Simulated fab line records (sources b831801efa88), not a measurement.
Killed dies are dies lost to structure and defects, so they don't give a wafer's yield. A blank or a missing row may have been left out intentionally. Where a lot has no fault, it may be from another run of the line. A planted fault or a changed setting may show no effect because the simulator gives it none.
A struck lot beside a sound one -- flow sky130 -- 43 out of 708 route steps
Sound: these wafers, L957.2, L957.3, L957.6. Struck: wafers L969.1, L969.4, L969.5. The cause is named last.
Each step with rows lists, per side, the tool, then ch with its chambers, then its first start. Under that, the readings that differ: sound wafers -- struck wafers -- difference of the means -- sigmas: that difference in standard deviations of wafers without a fault.
alike: same words and numbers on both sides, and readings whose means sit less than 2 such deviations apart. not compared: any withheld reading, any reading some wafer has no value for, any bound like >300 that may hide the same value, and any number with overlapping values for which the record gives no deviation.
A row with sigmas, a row that says differs or no value, or rows on one side alone: a step with any of these is where the two part. Numbers that don't overlap but have no deviation are shown without sigmas and don't part them. A reading missing from all wafers of one side parts the sides only when that side holds two or more wafers.

SKY_POLY_GATE_THK_MEAS_01:
  struck on filmMetro-02, day 19 09:25; sound on filmMetro-04, day 15 08:58
  alike: POLY_GATE_CVD_00_THK
then, 8 steps without rows for these wafers: SKY_RES_PROTECT_DEHYDRATE_00 (time 60 s); SKY_RES_PROTECT_HMDS_01 (prime time 60 s); SKY_RES_PROTECT_COAT_02 (resist thk 1140 nm); SKY_RES_PROTECT_SOFTBAKE_03 (time 60 s); SKY_RES_PROTECT_EXPOSE_04 (exposes mask RPM, target cd 1270 nm); SKY_RES_PROTECT_PEB_05; SKY_RES_PROTECT_DEVELOP_06 (develop time 60 s); SKY_POLY_GATE_IMPLANT_02.
SKY_RES_PROTECT_STRIP_07: strips in O2/N2.
  sound on plasmaAsher-02 ch 0,1, day 16 12:38; struck on plasmaAsher-02 ch 0,1, day 20 16:08
reading,sound,struck,difference,sigmas
stripTimeToEndpointS (s),23.25 23.28 23.28,23.34 23.38 23.32,+0.08,+2
  alike: drypumpMotorCurrentA, oesProductAu
  not compared: rfHoursCounterH
SKY_RES_PROTECT_TW_MEAS_08:
  struck on filmMetro-04, day 20 16:14; sound on filmMetro-03, day 16 12:44
  alike: POLY_GATE_TW
then, 1 step without rows for these wafers: SKY_RES_PROTECT_CLEAN_09 (cleans in SC1/SC2, time 150 s).
SKY_POLY_GATE_CVD_03: deposits Si3N4 from DCS/NH3, target thk 75 nm, time 1290 s.
  sound on lpcvd-02 ch 0, day 16 14:02; struck on lpcvd-02 ch 1, day 20 16:47
SKY_POLY_GATE_THK_MEAS_04:
  struck on filmMetro-01, day 20 18:08; sound on filmMetro-04, day 16 15:25
  alike: POLY_GATE_CVD_03_THK
then, 8 steps without rows for these wafers: SKY_POLY_GATE_DEHYDRATE_05 (time 60 s); SKY_POLY_GATE_HMDS_06 (prime time 60 s); SKY_POLY_GATE_COAT_07 (resist thk 110 nm); SKY_POLY_GATE_COAT_08 (resist thk 450 nm); SKY_POLY_GATE_SOFTBAKE_09 (time 90 s); SKY_POLY_GATE_EXPOSE_10 (exposes mask P1M, target cd 150 nm); SKY_POLY_GATE_PEB_11; SKY_POLY_GATE_DEVELOP_12 (develop time 60 s).
SKY_POLY_GATE_CD_MEAS_13 targets a cd of 150 nm.
  struck on cdSem-02, day 22 01:20; sound on cdSem-02, day 17 19:39
reading,sound,struck,difference,sigmas
cdNm (nm),148.6 147.4 147.7,152.9 151.7 151.8,+4.2,+3
SKY_POLY_GATE_OVL_MEAS_14:
  struck on overlay-01, day 22 01:27; sound on overlay-01, day 17 19:46
  alike: POLY_GATE_OVL
SKY_POLY_GATE_ETCH_15: etches BARC in N2/H2, stops on SiO2, time 118.5 s, target depth 110 nm.
  sound on rieDiel-03 ch 1,2,3, day 17 19:47; struck on rieDiel-02 ch 0,1,2, day 22 01:29
  alike: biasW, drypumpMotorCurrentA, oesProductAu, throttleValvePct
  not compared: rfHoursCounterH
SKY_POLY_GATE_ETCH_16: etches Si3N4 in CH3F/O2, stops on poly-Si, time 147.5 s, target depth 75 nm.
  sound on rieDiel-03 ch 1,2,3, day 17 19:52; struck on rieDiel-02 ch 0,1,2, day 22 01:34
  alike: biasW, drypumpMotorCurrentA, oesProductAu, throttleValvePct
  not compared: rfHoursCounterH
SKY_POLY_GATE_ETCH_17: etches poly-Si in HBr/Cl2, stops on SiO2, target depth 180 nm, time 70.5 s.
  sound on rieSi-01 ch 0,2,3, day 17 19:58; struck on rieSi-01 ch 0,1,3, day 22 01:40
  alike: biasW, drypumpMotorCurrentA, oesProductAu, throttleValvePct
  not compared: rfHoursCounterH
SKY_POLY_GATE_STRIP_18: strips in O2/N2.
  sound on plasmaAsher-02 ch 0,1, day 17 20:02; struck on plasmaAsher-02 ch 0,1, day 22 01:44
  alike: drypumpMotorCurrentA, oesProductAu, stripTimeToEndpointS
  not compared: rfHoursCounterH
then, 2 steps without rows for these wafers: SKY_POLY_GATE_CLEAN_19 (cleans in SC1/SC2, time 150 s); SKY_POLY_GATE_OXIDATION_20 (stabilise 600 s, purge 300 s, target thk 4 nm).
SKY_POLY_GATE_THK_MEAS_21:
  struck on filmMetro-02, day 22 03:08; sound on filmMetro-02, day 17 21:26
reading,sound,struck,difference,sigmas
POLY_GATE_OXIDATION_THK (nm),4.16 4.10 4.02,3.87 3.91 3.91,-0.20,-3
SKY_POLY_GATE_CD_MEAS_22:
  struck on cdSem-01, day 22 03:11; sound on cdSem-02, day 17 21:31
  alike: cdNm
then, 7 steps without rows for these wafers: SKY_LDD_N_DEHYDRATE_00 (time 60 s); SKY_LDD_N_HMDS_01 (prime time 60 s); SKY_LDD_N_COAT_02 (resist thk 300 nm); SKY_LDD_N_SOFTBAKE_03 (time 60 s); SKY_LDD_N_EXPOSE_04 (exposes mask NTM, target cd 840 nm); SKY_LDD_N_PEB_05; SKY_LDD_N_DEVELOP_06 (develop time 60 s).
SKY_LDD_N_OVL_MEAS_07:
  struck on overlay-01, day 23 09:02; sound on overlay-01, day 19 02:38
  alike: LDD_N_OVL
then, 2 steps without rows for these wafers: SKY_LDD_N_IMPLANT_08; SKY_LDD_N_IMPLANT_09.
-- the record jumps here: 26 days lie between the struck wafers' starts before and after (it left off in module LDD_N and takes up again in module PAD_OPEN, whose first step shown is number 708 of the route) --
SKY_PAD_OPEN_PROBE_99:
  struck on prober-01, day 49 07:54; sound on prober-01, day 46 13:32
reading,sound,struck,difference,sigmas
killedAtFrontEnd,13 17 15,42 42 43,+27,+6
killedDies,83 88 94,101 115 103,+18,+2
  alike: killed_at_M0_to_M3, killed_at_M4_up, killedAtContacts, killedAtOther, killedOpen, killedShort

WHERE THEY PART
At SKY_RES_PROTECT_STRIP_07 first; at SKY_PAD_OPEN_PROBE_99 last (within this record only).

WHY: what had been put in by the simulator
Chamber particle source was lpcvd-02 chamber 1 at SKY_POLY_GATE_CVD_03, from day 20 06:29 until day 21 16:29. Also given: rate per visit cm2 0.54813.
